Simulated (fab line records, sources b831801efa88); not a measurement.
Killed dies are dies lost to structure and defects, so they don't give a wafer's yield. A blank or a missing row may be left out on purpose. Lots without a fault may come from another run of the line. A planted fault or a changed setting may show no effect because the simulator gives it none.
A struck lot beside a sound one | flow sky130 | 43 steps out of a route of 708
Sound: wafers L298.2, L298.4, L298.6. Struck: wafers L294.1, L294.4, L294.6. The cause comes at the end.
At each step with rows: each side's tool, then ch and its chambers, then its first start. Under that, the readings that differ: sound wafers | struck wafers | difference of the means | sigmas: that difference in standard deviations of wafers without a fault.
alike: readings whose means differ by less than 2 such deviations, and words and numbers that are the same on both sides. not compared: withheld readings, readings that some wafer has no value for, bounds like >300 that may hide the same value, and numbers for which the record gives no deviation and whose values overlap.
The two part at a step that has a row with sigmas, a row that says differs or no value, or rows on one side only. Numbers that don't overlap but have no deviation are shown without sigmas and don't part them. A reading that every wafer of one side lacks parts them only if that side has two wafers or more.

first, 6 steps without rows for these wafers: SKY_GATE_OXIDE_HMDS_04 (prime time 60 s); SKY_GATE_OXIDE_COAT_05 (resist thk 1140 nm); SKY_GATE_OXIDE_SOFTBAKE_06 (time 60 s); SKY_GATE_OXIDE_EXPOSE_07 (exposes mask LVOM, target cd 600 nm); SKY_GATE_OXIDE_PEB_08; SKY_GATE_OXIDE_DEVELOP_09 (develop time 60 s).
SKY_GATE_OXIDE_OVL_MEAS_10:
  sound on overlay-02, day 16 15:50; struck on overlay-02, day 15 01:15
  alike: GATE_OXIDE_OVL
then, 2 steps without rows for these wafers: SKY_GATE_OXIDE_IMPLANT_11; SKY_GATE_OXIDE_WET_ETCH_12 (etches SiO2 in dHF, target depth 16.8 nm, time 336 s).
SKY_GATE_OXIDE_STRIP_13: strips in O2/N2.
  sound on plasma_asher-02 ch 0,1, day 16 16:08; struck on plasma_asher-02 ch 0,1, day 15 01:32
  alike: chamber_pressure_mTorr, drypump_motor_current_A, oes_product_au, strip_time_to_endpoint_s
  not compared: rf_hours_counter_h
SKY_GATE_OXIDE_TW_MEAS_14:
  sound on film_metro-01, day 16 16:14; struck on film_metro-04, day 15 01:38
  reading       | sound             | struck            | difference | sigmas
  GATE_OXIDE_TW | 222.7 222.6 224.2 | 226.8 226.3 228.1 | +3.9       | +2
then, 1 step without rows for these wafers: SKY_GATE_OXIDE_CLEAN_15 (cleans in SC1/SC2, time 150 s).
SKY_GATE_OXIDE_OXIDATION_16: stabilise 600 s, purge 300 s, target thk 3.57 nm.
  sound on furnace-01 ch 0, day 16 16:52; struck on furnace-02 ch 0, day 15 02:02
  alike: ramp_down_c_per_min, spike_tc_centre_C, zone_power_top_pct
then, 1 step without rows for these wafers: SKY_POLY_GATE_CVD_00 (deposits poly-Si, target thk 180 nm, time 720 s).
SKY_POLY_GATE_THK_MEAS_01:
  sound on film_metro-03, day 16 19:37; struck on film_metro-01, day 15 04:46
  reading                   | sound             | struck            | difference | sigmas
  POLY_GATE_CVD_00_THK (nm) | 179.1 177.3 178.4 | 183.2 183.2 182.6 | +4.7       | +3
then, 8 steps without rows for these wafers: SKY_RES_PROTECT_DEHYDRATE_00 (time 60 s); SKY_RES_PROTECT_HMDS_01 (prime time 60 s); SKY_RES_PROTECT_COAT_02 (resist thk 1140 nm); SKY_RES_PROTECT_SOFTBAKE_03 (time 60 s); SKY_RES_PROTECT_EXPOSE_04 (exposes mask RPM, target cd 1270 nm); SKY_RES_PROTECT_PEB_05; SKY_RES_PROTECT_DEVELOP_06 (develop time 60 s); SKY_POLY_GATE_IMPLANT_02.
SKY_RES_PROTECT_STRIP_07: strips in O2/N2.
  sound on plasma_asher-04 ch 0,1, day 18 01:14; struck on plasma_asher-03 ch 0,1, day 16 08:26
  alike: chamber_pressure_mTorr, drypump_motor_current_A, oes_product_au, strip_time_to_endpoint_s
  not compared: rf_hours_counter_h
SKY_RES_PROTECT_TW_MEAS_08:
  sound on film_metro-02, day 18 01:21; struck on film_metro-04, day 16 08:32
  reading      | sound          | struck         | difference | sigmas
  POLY_GATE_TW | 3985 3978 3963 | 4098 4075 4071 | +106       | +2
then, 2 steps without rows for these wafers: SKY_RES_PROTECT_CLEAN_09 (cleans in SC1/SC2, time 150 s); SKY_POLY_GATE_CVD_03 (deposits Si3N4 from DCS/NH3, target thk 75 nm, time 1290 s).
SKY_POLY_GATE_THK_MEAS_04:
  sound on film_metro-02, day 18 03:50; struck on film_metro-03, day 16 10:55
  alike: POLY_GATE_CVD_03_THK
then, 8 steps without rows for these wafers: SKY_POLY_GATE_DEHYDRATE_05 (time 60 s); SKY_POLY_GATE_HMDS_06 (prime time 60 s); SKY_POLY_GATE_COAT_07 (resist thk 110 nm); SKY_POLY_GATE_COAT_08 (resist thk 450 nm); SKY_POLY_GATE_SOFTBAKE_09 (time 90 s); SKY_POLY_GATE_EXPOSE_10 (exposes mask P1M, target cd 150 nm); SKY_POLY_GATE_PEB_11; SKY_POLY_GATE_DEVELOP_12 (develop time 60 s).
SKY_POLY_GATE_CD_MEAS_13: target cd 150 nm.
  sound on cd_sem-01, day 19 11:16; struck on cd_sem-01, day 17 15:18
  alike: cd_nm
SKY_POLY_GATE_OVL_MEAS_14:
  sound on overlay-02, day 19 11:22; struck on overlay-01, day 17 15:25
  alike: POLY_GATE_OVL
SKY_POLY_GATE_ETCH_15: etches BARC in N2/H2, stops on SiO2, time 118.5 s, target depth 110 nm.
  sound on rie_diel-02 ch 1,2, day 19 11:23; struck on rie_diel-02 ch 1,3, day 17 15:28
  alike: chamber_pressure_mTorr, drypump_motor_current_A, oes_product_au, throttle_valve_pct
  not compared: rf_hours_counter_h
SKY_POLY_GATE_ETCH_16: etches Si3N4 in CH3F/O2, stops on poly-Si, time 147.5 s, target depth 75 nm.
  sound on rie_diel-02 ch 1,2, day 19 11:29; struck on rie_diel-02 ch 1,3, day 17 15:32
  alike: chamber_pressure_mTorr, drypump_motor_current_A, oes_product_au, throttle_valve_pct
  not compared: rf_hours_counter_h
SKY_POLY_GATE_ETCH_17: etches poly-Si in HBr/Cl2, stops on SiO2, target depth 180 nm, time 70.5 s.
  sound on rie_si-02 ch 0,1,2, day 19 11:35; struck on rie_si-02 ch 0,1,3, day 17 15:38
  alike: chamber_pressure_mTorr, drypump_motor_current_A, he_backside_leak_sccm, oes_product_au, throttle_valve_pct
  not compared: rf_hours_counter_h
then, 1 step without rows for these wafers: SKY_POLY_GATE_STRIP_18 (strips in O2/N2).
-- the record jumps here: 29 days lie between the struck wafers' starts before and after (it left off in module POLY_GATE and takes up again in module PAD_OPEN, whose first step shown is number 708 of the route) --
SKY_PAD_OPEN_PROBE_99:
  sound on prober-01, day 48 00:49; struck on prober-01, day 46 23:13
  not compared: model.etest.cap_thin_oxide.gate_log10_a_cm2, model.etest.cap_thin_oxide.tox_acc_nm, model.etest.pfet_01v8.tox_inv_nm, model.etest.nfet_01v8.tox_inv_nm

WHERE THEY PART
First at SKY_GATE_OXIDE_TW_MEAS_14; last, within this record, at SKY_RES_PROTECT_TW_MEAS_08. Later steps at which nothing parts them and some readings are alike: SKY_POLY_GATE_THK_MEAS_04, SKY_POLY_GATE_CD_MEAS_13, SKY_POLY_GATE_OVL_MEAS_14, SKY_POLY_GATE_ETCH_15, SKY_POLY_GATE_ETCH_16, SKY_POLY_GATE_ETCH_17.

WHY: what the simulator had put in
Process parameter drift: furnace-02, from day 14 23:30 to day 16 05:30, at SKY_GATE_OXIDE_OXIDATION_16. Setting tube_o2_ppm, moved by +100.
